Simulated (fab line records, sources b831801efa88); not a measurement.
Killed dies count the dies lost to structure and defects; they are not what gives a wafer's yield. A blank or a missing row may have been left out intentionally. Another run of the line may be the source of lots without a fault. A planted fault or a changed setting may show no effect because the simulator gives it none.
A struck lot beside a sound one | flow sky130 | 33 out of 708 route steps
Sound: the wafers L333.2, L333.3, L333.6. The struck wafers were L325.1, L325.2, L325.5. The cause is named last.
Order at every step that has rows: each side's tool, ch and its chambers, its first start. Under that, the readings that differ: sound wafers | struck wafers | difference of the means | sigmas: that difference in standard deviations of wafers without a fault.
alike: readings whose means differ by less than 2 such deviations, and words and numbers that are the same on both sides. not compared: withheld readings, readings that some wafer has no value for, bounds like >300 that may hide the same value, and numbers for which the record gives no deviation and whose values overlap.
Wherever a step has rows on one side only, a row that says differs or no value, or a row with sigmas, the two part there. Numbers that have no deviation but don't overlap get no sigmas and don't part them. A reading that every wafer of one side lacks parts them only if that side has two wafers or more.

first, 4 steps without rows for these wafers: SKY_LOCAL_INTERCONNECT_SOFTBAKE_07 (time 90 s); SKY_LOCAL_INTERCONNECT_EXPOSE_08 (exposes mask LI1M, target cd 170 nm); SKY_LOCAL_INTERCONNECT_PEB_09; SKY_LOCAL_INTERCONNECT_DEVELOP_10 (develop time 60 s).
SKY_LOCAL_INTERCONNECT_CD_MEAS_11: the cd target is 170 nm.
  struck on cd_sem-02, day 34 16:38; sound on cd_sem-02, day 36 15:25
  alike: cd_nm
SKY_LOCAL_INTERCONNECT_OVL_MEAS_12:
  struck on overlay-01, day 34 16:46; sound on overlay-01, day 36 15:31
  alike: LOCAL_INTERCONNECT_OVL
SKY_LOCAL_INTERCONNECT_ETCH_13: etches BARC in N2/H2, stops on SiO2, time 45.9 s, target depth 60 nm.
  sound on rie_metal-03 ch 0,1, day 36 15:32; struck on rie_metal-02 ch 0,1, day 34 16:47
  alike: drypump_motor_current_A, oes_product_au, throttle_valve_pct
  not compared: rf_hours_counter_h
SKY_LOCAL_INTERCONNECT_METAL_ETCH_14: etches TiN in Cl2/BCl3, stops on PSG, target depth 110 nm, time 31.4 s.
  sound on rie_metal-03 ch 0,1, day 36 15:37; struck on rie_metal-02 ch 0,1, day 34 16:51
  alike: drypump_motor_current_A, oes_product_au, throttle_valve_pct
  not compared: rf_hours_counter_h
then, 4 steps without rows for these wafers: SKY_LOCAL_INTERCONNECT_STRIP_15 (strips in O2/N2); SKY_LOCAL_INTERCONNECT_STRIP_16 (strips in post etch residue remover, time 1200 s); SKY_LOCAL_INTERCONNECT_CLEAN_17 (cleans in IPA, time 180 s); SKY_LOCAL_INTERCONNECT_CLEAN_18 (cleans in O3/DIW).
SKY_CONTACT_CVD_00: deposits Si3N4, target thk 75 nm.
  sound on pecvd-04 ch 0,1, day 36 16:16; struck on pecvd-02 ch 0,1, day 34 17:00
  alike: heater_power_outer_w, heater_power_w
SKY_CONTACT_THK_MEAS_01:
  struck on film_metro-01, day 34 17:44; sound on film_metro-01, day 36 16:18
  reading                 | sound          | struck            | difference | sigmas
  CONTACT_CVD_00_THK (nm) | 75.2 74.9 75.1 | 149.9 150.3 152.2 | +75.7      | +76
then, 1 step without rows for these wafers: SKY_CONTACT_HDPCVD_02 (deposits SiO2, target thk 565 nm, time 94.2 s).
SKY_CONTACT_THK_MEAS_03:
  struck on film_metro-01, day 34 17:52; sound on film_metro-04, day 36 16:26
  reading                 | sound       | struck      | difference | sigmas
  CONTACT_HDPCVD_THK (nm) | 548 557 558 | 569 574 568 | +16        | +3
SKY_CONTACT_CMP_04: polishes SiO2.
  sound on cmp-02 ch 0,3, day 36 16:29; struck on cmp-01 ch 1,3, day 34 17:55
  alike: motor_current_A, time_to_endpoint_s
SKY_CONTACT_BOW_MEAS_05:
  struck on film_metro-01, day 34 18:13; sound on film_metro-01, day 36 16:48
  alike: CONTACT_BOW
then, 8 steps without rows for these wafers: SKY_CONTACT_DEHYDRATE_06 (time 60 s); SKY_CONTACT_HMDS_07 (prime time 60 s); SKY_CONTACT_COAT_08 (resist thk 60 nm); SKY_CONTACT_COAT_09 (resist thk 450 nm); SKY_CONTACT_SOFTBAKE_10 (time 90 s); SKY_CONTACT_EXPOSE_11 (exposes mask CTM1, target cd 170 nm); SKY_CONTACT_PEB_12; SKY_CONTACT_DEVELOP_13 (develop time 60 s).
SKY_CONTACT_CD_MEAS_14: the cd target is 170 nm.
  struck on cd_sem-01, day 35 20:50; sound on cd_sem-01, day 37 19:01
  alike: cd_nm
SKY_CONTACT_OVL_MEAS_15:
  struck on overlay-02, day 35 20:58; sound on overlay-01, day 37 19:07
  alike: CONTACT_OVL
SKY_CONTACT_ETCH_16: etches BARC in N2/H2, stops on SiO2, time 45.9 s, target depth 60 nm.
  sound on rie_diel-03 ch 0,1,3, day 37 19:08; struck on rie_diel-03 ch 2,3, day 35 20:59
  alike: drypump_motor_current_A, oes_product_au, throttle_valve_pct
  not compared: rf_hours_counter_h
SKY_CONTACT_ETCH_17: etches SiO2 in C4F8/O2/Ar, stops on Si3N4, target depth 340 nm.
  sound on rie_diel-03 ch 0,1,3, day 37 19:11; struck on rie_diel-03 ch 2,3, day 35 21:02
  alike: oes_product_au
SKY_CONTACT_ETCH_18: etches Si3N4 in CHF3/O2, stops on TiN, time 39 s, target depth 75 nm.
  sound: rie_diel-03 ch 0,1,3; struck: rie_diel-03 ch 2,3
  reading                  | sound             | struck            | difference | sigmas
  oes_product_au (a.u.)    | 0.855 0.856 0.853 | 0.991 1.000 0.996 | +0.141     | +18
  throttle_valve_pct (%)   | 8.805 8.793 8.798 | 8.832 8.827 8.825 | +0.029     | +3
  model.etch.depth_nm (nm) | 75.17 74.92 75.08 | 96.63 96.79 96.1  | +21.45     |
  alike: drypump_motor_current_A
  not compared: rf_hours_counter_h
then, 1 step without rows for these wafers: SKY_CONTACT_STRIP_19 (strips in O2/N2).
-- the record jumps here: 13 days lie between the struck wafers' starts before and after (it left off in module CONTACT and takes up again in module PAD_OPEN, whose first step shown is number 708 of the route) --
SKY_PAD_OPEN_PROBE_99:
  the record has rows for the struck wafers here (prober-01, day 49 01:13) and none for the sound ones

== WHERE THEY PART ==
First at SKY_CONTACT_THK_MEAS_01; last, within this record, at SKY_PAD_OPEN_PROBE_99.

WHY: the cause the simulator had injected
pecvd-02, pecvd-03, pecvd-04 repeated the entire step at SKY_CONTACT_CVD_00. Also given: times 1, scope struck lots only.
